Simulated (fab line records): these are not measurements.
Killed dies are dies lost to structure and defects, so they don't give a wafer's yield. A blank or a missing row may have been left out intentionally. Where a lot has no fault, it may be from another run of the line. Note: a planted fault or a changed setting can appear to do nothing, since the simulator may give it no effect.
Problem report, 8D (eight disciplines) form, completed by code    flow gf180mcu    the parts of the form that need people (team, actions taken, sign-off) are left out

== 1. PROBLEM STATEMENT ==
Wafers without a fault read 25.000, standard deviation 0.008; beamEnergyKeV at GF_VT_IMPLANT_IMPLANT_30 reads a mean of 25.690 on 6 wafers belonging to 2 lots. That puts it +86 standard deviations away from the usual mean.
First observed at day 9 16:14: wafer L271.1, on implanter-04. The record has a number at this step for 42 wafers belonging to 14 lots. Rule for "out" (also "out of limits"): further than 4 standard deviations from the usual mean. The rest of the wafers with a number are treated as sound.

== 2. WHAT IT IS; WHAT IT IS NOT ==
question                     is                      is not
which readings at this step  beamEnergyKeV           -
which lots                   L271, L275              L261, L262, L263, L264, L265, L266, L268, L279, L281, L282, L283, L284
which wafers of those lots   all that have a number  -
read on which tools          implanter-04            implanter-01, implanter-02
when                         from day 9 16:14        up to then (21 sound wafers); but 15 sound wafers of L279, L281, L282, L283, L284 came after

== 3. THE SUSPECTS, EACH WITH WHAT RULES IT OUT ==
Counting: a tool at a process step up to the reading stays a suspect if it ran every lot that is out and no sound lot after the first of them.
- implanter-04 at GF_VT_IMPLANT_IMPLANT_30: ruled out as a lasting fault. Sound lots L283, L284 ran on it after its first lot that is out, L271 (day 9 16:14).
Left after counting: nothing in the record.

== 4. THE CAUSE (what the simulator had put in) ==
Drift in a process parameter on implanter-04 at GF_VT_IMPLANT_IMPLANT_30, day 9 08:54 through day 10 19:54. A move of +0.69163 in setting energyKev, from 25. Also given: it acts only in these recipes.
Counting ruled it out, wrongly.

== 5. THE CHAIN OF EFFECTS, in route order ==
One row per reading whose mean, taken over the struck wafers that have a number, lies over 3 standard deviations from the usual. Only readings whose record carries a usual standard deviation are examined. hours: median over the lots of the time between each lot's start at the first step of this table that gives one and its start at this step. sigmas: the change, counted in usual standard deviations.
hours  step                      reading        usual   on struck wafers  change  sigmas
0      GF_VT_IMPLANT_IMPLANT_30  beamEnergyKeV  25.000  25.690            +0.690  +86
Here are the process steps it includes:
- GF_VT_IMPLANT_IMPLANT_30
At these later measuring or inspecting steps, every struck wafer for which the step has a row has a number for every such reading, and none has moved that far: GF_CONTACT_THK_MEAS_01, GF_CONTACT_THK_MEAS_03.

== 6. HOW IT WOULD HAVE BEEN CAUGHT EARLIER ==
In this record no reading fell out of limits until day 9 16:14, 7 hours after the fault had begun at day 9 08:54.
